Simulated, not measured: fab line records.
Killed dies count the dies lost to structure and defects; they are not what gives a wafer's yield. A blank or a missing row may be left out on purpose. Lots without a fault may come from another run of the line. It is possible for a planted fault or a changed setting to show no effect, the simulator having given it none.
2 desks looking at one fault :: flow gf180mcu :: numbers are kept per desk, each desk with only its own; the story behind them comes last

## TOOL OWNER'S DESK, lpcvd-01
The tool's own readings at GF_HV_LDD_CVD_56 (deposits Si3N4 from DCS/NH3, target thk 90 nm, time 1543 s): means of the sampled wafers that have a number, for each lot that ran on this tool. The brackets show how far a lot's mean lies from the usual mean; more than 4 standard deviations puts the lot out of limits, marked OUT.
Columns: A = spike_tc_bottom_C at GF_HV_LDD_CVD_56, usual 790.9 C; B = spike_tc_centre_C at GF_HV_LDD_CVD_56, usual 771.5 C; C = spike_tc_lower_C at GF_HV_LDD_CVD_56, usual 769.7 C; D = spike_tc_top_C at GF_HV_LDD_CVD_56, usual 783 C; E = spike_tc_upper_C at GF_HV_LDD_CVD_56, usual 769.2 C; F = susceptor_temp_C at GF_HV_LDD_CVD_56, usual 770.0 C
lot: L729
first seen here: day 13 16:03
A: 793.1
B: 770.0
C: 767.6
D: 785
E: 769.3
F: 770.0

lot: L730
first seen here: day 13 23:17
A: 790.5
B: 772.7
C: 768.5
D: 783
E: 768.5
F: 769.9

lot: L731
first seen here: day 14 04:32
A: 792.5
B: 769.1
C: 768.1
D: 785
E: 769.4
F: 770.0

lot: L734
first seen here: day 15 07:46
A: 762.8 (-15) OUT
B: 745.2 (-16) OUT
C: 740.4 (-21) OUT
D: 755 (-8.1) OUT
E: 740.5 (-29) OUT
F: 741.6 (-77) OUT

lot: L736
first seen here: day 16 02:56
A: 763.2 (-15) OUT
B: 744.7 (-17) OUT
C: 740.1 (-21) OUT
D: 756 (-7.7) OUT
E: 742.0 (-27) OUT
F: 741.2 (-78) OUT

lot: L746
first seen here: day 19 15:27
A: 791.9
B: 768.1
C: 768.6
D: 784
E: 768.4
F: 770.4

lot: L747
first seen here: day 19 23:50
A: 790.8
B: 773.4
C: 769.2
D: 782
E: 768.6
F: 769.5

lot: L748
first seen here: day 20 11:30
A: 792.3
B: 769.8
C: 768.7
D: 786
E: 769.0
F: 770.2
This desk's verdict: out of limits on L734, L736, starting with L734 at day 15 07:46 (spike_tc_bottom_C at GF_HV_LDD_CVD_56). Within limits: L729, L730, L731, L746, L747, L748.

## FROM THE METROLOGY DESK
Means of the sampled wafers that have a number, per lot and without regard to the tool the lot ran on: this is what the gauges read. The brackets show how far a lot's mean lies from the usual mean; more than 4 standard deviations puts the lot out of limits, marked OUT.
Columns: A = cd_nm at GF_HV_LDD_CD_MEAS_07, usual 400.4 nm; B = HV_LDD_02_OVL at GF_HV_LDD_OVL_MEAS_32, usual 0.8 nm; C = HV_LDD_CVD_56_THK at GF_HV_LDD_THK_MEAS_57, usual 90.1 nm
lot: L729
first seen here: day 11 06:17
A: 401.7
B: 1.2
C: 88.5

lot: L730
first seen here: day 11 11:43
A: 401.9
B: 1.8
C: 90.4

lot: L731
first seen here: day 11 17:13
A: 400.7
B: 1.7
C: 90.1

lot: L734
first seen here: day 12 16:35
A: 404.2
B: 1.4
C: 51.1 (-52) OUT

lot: L736
first seen here: day 13 10:05
A: 400.4
B: 1.9
C: 51.1 (-52) OUT

lot: L742
first seen here: day 15 19:47
A: 402.0
B: 1.0
C: 89.5

lot: L743
first seen here: day 15 23:04
A: 401.7
B: 0.8
C: 91.0

lot: L745
first seen here: day 16 09:14
A: 399.7
B: 1.5
C: 91.0

lot: L746
first seen here: day 16 13:52
A: 400.2
B: -1.4
C: 90.8

lot: L747
first seen here: day 16 21:56
A: 397.2
B: 1.1
C: 90.8

lot: L748
first seen here: day 17 06:17
A: 396.4
B: 2.6
C: 89.4
This desk's finding: out of limits on L734, L736; first on L734, day 15 09:55 (HV_LDD_CVD_56_THK at GF_HV_LDD_THK_MEAS_57). Within limits: L729, L730, L731, L742, L743, L745, L746, L747, L748.

## PUT TOGETHER
The tool owner's desk had the chance to raise an alarm at day 15 07:46 on L734, L736.
On L734, L736, the metrology desk was in a position to raise an alarm at day 15 09:55.
On lpcvd-01, each named lot ran GF_HV_LDD_CVD_56.

## WHAT HAD BEEN PUT IN BY THE SIMULATOR
lpcvd-01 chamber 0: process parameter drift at GF_HV_LDD_CVD_56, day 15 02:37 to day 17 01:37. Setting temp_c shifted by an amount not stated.
Shown lots that were struck: L734, L736.
Time in hours from fault onset to the first out-of-limits reading at each desk: tool owner's desk 5, metrology desk 7.
